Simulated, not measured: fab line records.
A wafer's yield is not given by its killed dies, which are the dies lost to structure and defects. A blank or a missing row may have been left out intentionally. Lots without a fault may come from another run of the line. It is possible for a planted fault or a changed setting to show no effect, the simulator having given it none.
Which tool did it? || flow sfq-line || 42 wafers from 14 lots sampled at 2 of the route's 325 steps

WHAT THE GAUGES READ, wafer by wafer
SFQ_I1_BOW_MEAS_912.
{"lot": "L852", "measured": "day 23 18:11", "on": "film-metro-04", "I1_BOW (um)": "8 6 21"}
{"lot": "L853", "measured": "day 24 00:10", "on": "film-metro-01", "I1_BOW (um)": "-2 -2 -4"}
{"lot": "L855", "measured": "day 24 20:12", "on": "film-metro-04", "I1_BOW (um)": "2 5 -1"}
{"lot": "L858", "measured": "day 26 14:12", "on": "film-metro-04", "I1_BOW (um)": "3 0 10"}
{"lot": "L860", "measured": "day 27 20:13", "on": "film-metro-01", "I1_BOW (um)": "0 1 7 - - -"}
{"lot": "L862", "measured": "day 28 04:26", "on": "film-metro-03", "I1_BOW (um)": "12 7 2 - - -"}
{"lot": "L864", "measured": "day 28 13:55", "on": "film-metro-03", "I1_BOW (um)": "3 11 20"}
{"lot": "L865", "measured": "day 28 21:25", "on": "film-metro-01", "I1_BOW (um)": "20 6 12"}
{"lot": "L868", "measured": "day 29 17:52", "on": "film-metro-04", "I1_BOW (um)": "10 10 -5"}
{"lot": "L870", "measured": "day 30 11:48", "on": "film-metro-01", "I1_BOW (um)": "0 8 -13"}
{"lot": "L872", "measured": "day 30 22:25", "on": "film-metro-03", "I1_BOW (um)": "-9 -7 0"}
{"lot": "L873", "measured": "day 31 13:05", "on": "film-metro-01", "I1_BOW (um)": "2 -8 -4"}
{"lot": "L874", "measured": "day 32 00:10", "on": "film-metro-03", "I1_BOW (um)": "9 -6 -18"}
{"lot": "L875", "measured": "day 32 18:26", "on": "film-metro-04", "I1_BOW (um)": "1 -5 -2"}

TOOL THAT RAN EACH LOT (tool first, then ch and the chambers of the sampled wafers, then the start)
{"lot": "L852", "SFQ_TRILAYER_I1_CMP_CMP_046": "cmp-02 ch 0,1, day 23 15:07"}
{"lot": "L853", "SFQ_TRILAYER_I1_CMP_CMP_046": "cmp-02 ch 0,1, day 23 21:37"}
{"lot": "L855", "SFQ_TRILAYER_I1_CMP_CMP_046": "cmp-01 ch 0,2,3, day 24 17:12"}
{"lot": "L858", "SFQ_TRILAYER_I1_CMP_CMP_046": "cmp-01 ch 1,3, day 26 11:42"}
{"lot": "L860", "SFQ_TRILAYER_I1_CMP_CMP_046": "cmp-01 ch 0,1,3, day 27 17:12"}
{"lot": "L862", "SFQ_TRILAYER_I1_CMP_CMP_046": "cmp-01 ch 0,2,3, day 28 02:26"}
{"lot": "L864", "SFQ_TRILAYER_I1_CMP_CMP_046": "cmp-02 ch 0,1,2, day 28 10:53"}
{"lot": "L865", "SFQ_TRILAYER_I1_CMP_CMP_046": "cmp-02 ch 0,3, day 28 18:24"}
{"lot": "L868", "SFQ_TRILAYER_I1_CMP_CMP_046": "cmp-02 ch 1,2,3, day 29 16:18"}
{"lot": "L870", "SFQ_TRILAYER_I1_CMP_CMP_046": "cmp-02 ch 1,2,3, day 30 09:18"}
{"lot": "L872", "SFQ_TRILAYER_I1_CMP_CMP_046": "cmp-02 ch 0,2,3, day 30 19:53"}
{"lot": "L873", "SFQ_TRILAYER_I1_CMP_CMP_046": "cmp-01 ch 0,2, day 31 10:02"}
{"lot": "L874", "SFQ_TRILAYER_I1_CMP_CMP_046": "cmp-01 ch 0,1,2, day 31 22:08"}
{"lot": "L875", "SFQ_TRILAYER_I1_CMP_CMP_046": "cmp-01 ch 0,2,3, day 32 15:25"}
- SFQ_TRILAYER_I1_CMP_CMP_046: polishes SiO2.

AS READ BY THE TOOLS THEMSELVES (means over the sampled wafers that have a number; for cases with no such wafer, the mark the record gives instead)
SFQ_TRILAYER_I1_CMP_CMP_046.
{"lot": "L852", "tool": "cmp-02", "edge-zone-pressure-frac": 0.999, "motor-current-A (A)": 10.5, "retaining-ring-pressure-frac": 1.001, "time-to-endpoint-s (s)": 213}
{"lot": "L853", "tool": "cmp-02", "edge-zone-pressure-frac": 1.004, "motor-current-A (A)": 10.8, "retaining-ring-pressure-frac": 1.003, "time-to-endpoint-s (s)": 207}
{"lot": "L855", "tool": "cmp-01", "edge-zone-pressure-frac": 0.999, "motor-current-A (A)": 10.7, "retaining-ring-pressure-frac": 0.994, "time-to-endpoint-s (s)": 221}
{"lot": "L858", "tool": "cmp-01", "edge-zone-pressure-frac": 1.003, "motor-current-A (A)": 10.4, "retaining-ring-pressure-frac": 0.999, "time-to-endpoint-s (s)": 214}
{"lot": "L860", "tool": "cmp-01", "edge-zone-pressure-frac": 0.994, "motor-current-A (A)": 9.7, "retaining-ring-pressure-frac": 0.996, "time-to-endpoint-s (s)": 212}
{"lot": "L862", "tool": "cmp-01", "edge-zone-pressure-frac": 0.999, "motor-current-A (A)": 10.7, "retaining-ring-pressure-frac": 1.003, "time-to-endpoint-s (s)": 219}
{"lot": "L864", "tool": "cmp-02", "edge-zone-pressure-frac": 1.002, "motor-current-A (A)": 10.8, "retaining-ring-pressure-frac": 0.996, "time-to-endpoint-s (s)": 213}
{"lot": "L865", "tool": "cmp-02", "edge-zone-pressure-frac": 0.997, "motor-current-A (A)": 8.6, "retaining-ring-pressure-frac": 1.002, "time-to-endpoint-s (s)": 206}
{"lot": "L868", "tool": "cmp-02", "edge-zone-pressure-frac": 0.999, "motor-current-A (A)": 9.6, "retaining-ring-pressure-frac": 1.000, "time-to-endpoint-s (s)": 205}
{"lot": "L870", "tool": "cmp-02", "edge-zone-pressure-frac": 0.994, "motor-current-A (A)": 9.8, "retaining-ring-pressure-frac": 0.999, "time-to-endpoint-s (s)": 217}
{"lot": "L872", "tool": "cmp-02", "edge-zone-pressure-frac": 0.999, "motor-current-A (A)": 9.8, "retaining-ring-pressure-frac": 1.001, "time-to-endpoint-s (s)": 213}
{"lot": "L873", "tool": "cmp-01", "edge-zone-pressure-frac": 0.996, "motor-current-A (A)": 10.6, "retaining-ring-pressure-frac": 0.998, "time-to-endpoint-s (s)": 224}
{"lot": "L874", "tool": "cmp-01", "edge-zone-pressure-frac": 1.002, "motor-current-A (A)": 10.0, "retaining-ring-pressure-frac": 0.999, "time-to-endpoint-s (s)": 213}
{"lot": "L875", "tool": "cmp-01", "edge-zone-pressure-frac": 1.005, "motor-current-A (A)": 10.5, "retaining-ring-pressure-frac": 1.002, "time-to-endpoint-s (s)": 216}

THE ANSWER, worked out from the rows above alone
Rule: what is usual is taken from the lots themselves. Put in order of their means at a reading, lots are off if they are a third of the lots or fewer, leave a main group of 4 or more, and stand apart from it by a gap of 3 or more times the standard deviation of the main group's means; of several such gaps the widest counts. The tables above print the reading to a certain number of digits; a main group whose means all agree to those digits is not used. A lot without any number at a reading at which 4 lots or more have one is off too. Where the step has rows for the other lots, those lots are counted as sound. First the gauges in route order, then the tools' own readings, where a lot's mean is used as printed above. At the first step where some lot is off, the reading lying furthest off is the one used; lots without a number count as furthest.
Nothing can be told from this: no lot is off at any reading shown.

WHAT THE SIMULATOR PUT IN
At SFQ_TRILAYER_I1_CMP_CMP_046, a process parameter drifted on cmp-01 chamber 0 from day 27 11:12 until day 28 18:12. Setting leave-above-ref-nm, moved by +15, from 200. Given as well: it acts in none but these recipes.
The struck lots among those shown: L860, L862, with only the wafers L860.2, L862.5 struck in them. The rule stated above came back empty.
